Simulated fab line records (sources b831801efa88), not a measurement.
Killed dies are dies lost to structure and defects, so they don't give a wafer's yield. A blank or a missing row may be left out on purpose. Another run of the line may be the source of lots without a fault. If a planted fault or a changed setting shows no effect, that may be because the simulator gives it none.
Which tool is to blame? -- flow sky130 -- Sampling: 13 lots, 39 wafers, 4 of 708 route steps

== WHAT THE GAUGES SHOWED, per wafer ==
SKY_SD_P_OVL_MEAS_08. Usual: SD_P_OVL typically reads 0.3 nm, with standard deviation 1.3.
lot,measured,on,SD_P_OVL (nm),flag
L959,day 25 04:17,overlay-01,2.4 2.9 3.5,
L960,day 25 17:28,overlay-02,1.7 0.6 0.7,
L962,day 26 21:22,overlay-01,-0.4 1.2 0.4,
L963,day 26 22:41,overlay-02,0.4 0.6 -0.1,
L966,day 29 04:13,overlay-02,-1.0 0.5 -0.2,
L975,day 31 07:07,overlay-01,-1.1 -1.3 -1.3,
L977,day 31 10:04,overlay-02,0.2 0.8 -0.8,
L976,day 31 12:58,overlay-02,1.8 1.1 1.0,
L978,day 32 02:04,overlay-02,-0.9 0.8 0.8,
L979,day 32 03:40,overlay-02,-1.5 -0.2 -1.1,
L980,day 32 11:50,overlay-01,-1.4 0.5 -0.6,
L981,day 32 22:13,overlay-01,0.2 0.5 -0.5,
L982,day 33 00:16,overlay-01,0.0 0.4 0.1,

SKY_LI_CONTACT_CD_MEAS_12: the cd target is 170 nm. Usual: cd nm 170.1 nm, standard deviation 1.5.
lot,measured,on,cd nm (nm),flag
L959,day 28 19:52,cd sem-02,168.7 167.4 168.7,
L960,day 29 07:41,cd sem-02,169.0 169.7 168.5,
L962,day 30 10:17,cd sem-02,169.2 170.6 169.2,
L963,day 30 12:27,cd sem-02,171.5 168.9 171.7,
L966,day 32 16:22,cd sem-02,170.5 170.4 171.2,
L975,day 34 18:05,cd sem-01,169.0 169.9 169.5,
L977,day 34 20:59,cd sem-02,171.9 169.8 170.8,
L976,day 34 23:13,cd sem-02,166.5 167.2 167.9,
L978,day 35 12:13,cd sem-01,172.6 172.5 172.6,
L979,day 35 13:47,cd sem-02,170.7 171.5 171.0,
L980,day 35 21:19,cd sem-02,170.3 169.9 169.2,
L981,day 36 07:17,cd sem-01,167.7 167.8 167.4,
L982,day 36 09:32,cd sem-01,173.5 172.6 171.3,

== TOOL THAT RAN EACH LOT (tool first, then ch and the chambers of the sampled wafers, then the start) ==
lot,SKY_LDD_LDN_STRIP_12,SKY_SD_N_STRIP_11
L959,"plasma asher-02 ch 0,1, day 22 13:54","plasma asher-02 ch 0,1, day 27 14:28"
L960,"plasma asher-01 ch 0,1, day 23 04:49","plasma asher-03 ch 0,1, day 28 03:22"
L962,"plasma asher-01 ch 0,1, day 24 08:57","plasma asher-02 ch 0,1, day 29 06:11"
L963,"plasma asher-01 ch 0,1, day 24 11:11","plasma asher-02 ch 0,1, day 29 07:33"
L966,"plasma asher-01 ch 0,1, day 26 15:35","plasma asher-03 ch 0,1, day 31 11:41"
L975,"plasma asher-01 ch 0,1, day 28 14:29","plasma asher-03 ch 0,1, day 33 13:42"
L977,"plasma asher-02 ch 0,1, day 29 00:38","plasma asher-01 ch 0, day 33 16:12"
L976,"plasma asher-03 ch 0,1, day 29 02:54","plasma asher-03 ch 0,1, day 33 19:19"
L978,"plasma asher-01 ch 0,1, day 29 16:14","plasma asher-03 ch 0,1, day 34 07:55"
L979,"plasma asher-03 ch 0,1, day 29 18:04","plasma asher-03 ch 0,1, day 34 09:49"
L980,"plasma asher-01 ch 0,1, day 30 03:04","plasma asher-01 ch 0,1, day 34 17:14"
L981,"plasma asher-02 ch 0,1, day 30 15:43","plasma asher-01 ch 0,1, day 35 03:46"
L982,"plasma asher-03 ch 0,1, day 30 16:06","plasma asher-02 ch 0,1, day 35 05:37"
- SKY_LDD_LDN_STRIP_12: strips in O2/N2.
- SKY_SD_N_STRIP_11: strips in O2/N2.

== WHAT THE TOOLS THEMSELVES READ (means of the sampled wafers that have a number; where no wafer has one, the mark that the record gives instead) ==
SKY_LDD_LDN_STRIP_12. Usual: chamber pressure mTorr 1500.1 mTorr, standard deviation 1.3; drypump motor current A 5.7 A, standard deviation 0.41; oes product au 0.715 a.u., standard deviation 0.0047; strip time to endpoint s 14.20 s, standard deviation 0.04.
lot,tool,chamber pressure mTorr (mTorr),drypump motor current A (A),oes product au (a.u.),strip time to endpoint s (s),flag
L959,plasma asher-02,1499.3,5.9,0.715,14.14,
L960,plasma asher-01,1500.1,5.8,0.719,14.15,
L962,plasma asher-01,1500.1,5.5,0.717,14.14,
L963,plasma asher-01,1500.4,5.8,0.715,14.20,
L966,plasma asher-01,1498.6,5.5,0.715,14.23,
L975,plasma asher-01,1499.9,5.6,0.720,14.19,
L977,plasma asher-02,1499.2,6.0,0.719,14.16,
L976,plasma asher-03,1500.6,5.4,0.716,14.25,
L978,plasma asher-01,1500.3,5.6,0.713,14.26,
L979,plasma asher-03,1499.8,5.4,0.716,14.19,
L980,plasma asher-01,1499.4,5.6,0.717,14.24,
L981,plasma asher-02,1499.9,5.9,0.714,14.23,
L982,plasma asher-03,1498.9,5.7,0.714,14.19,

SKY_SD_N_STRIP_11. Usual: chamber pressure mTorr 1499.8 mTorr, standard deviation 1.2; drypump motor current A 5.7 A, standard deviation 0.41; oes product au 0.528 a.u., standard deviation 0.0049; strip time to endpoint s 22.56 s, standard deviation 0.048.
lot,tool,chamber pressure mTorr (mTorr),drypump motor current A (A),oes product au (a.u.),strip time to endpoint s (s),flag
L959,plasma asher-02,1501.2,5.9,0.526,22.50,
L960,plasma asher-03,1498.9,5.3,0.534,22.61,
L962,plasma asher-02,1501.0,5.9,0.527,22.58,
L963,plasma asher-02,1498.5,5.9,0.530,22.55,
L966,plasma asher-03,1508.1,5.6,0.288,-,OFF
L975,plasma asher-03,1499.2,5.3,0.525,22.58,
L977,plasma asher-01,1500.2,5.3,0.534,22.53,
L976,plasma asher-03,1500.4,5.7,0.528,22.53,
L978,plasma asher-03,1500.3,5.7,0.529,22.54,
L979,plasma asher-03,1499.3,5.7,0.524,22.50,
L980,plasma asher-01,1499.9,5.8,0.527,22.50,
L981,plasma asher-01,1499.2,5.8,0.527,22.54,
L982,plasma asher-02,1499.8,6.1,0.526,22.53,

== THE ANSWER, worked out from the rows above alone ==
Rule: a lot is off if the mean of its wafers that have a number lies more than 3 standard deviations from the usual mean. Also off: a lot with no number at a reading for which 4 or more lots have one. Any other lot the step has rows for is counted as sound. First the gauges in route order, then the tools' own readings, where a lot's mean is used as printed above. At the first step where some lot is off, the reading lying furthest off is the one used; lots without a number count as furthest.
Off at SKY_SD_N_STRIP_11 (strip time to endpoint s): L966. Without a number there: L966.
If a tool, at that step or one of the process steps before it, ran each lot that is off and ran no sound lot following the first of them, it fits. Not one of the candidates tried fits.

== WHAT THE SIMULATOR HAD PUT IN ==
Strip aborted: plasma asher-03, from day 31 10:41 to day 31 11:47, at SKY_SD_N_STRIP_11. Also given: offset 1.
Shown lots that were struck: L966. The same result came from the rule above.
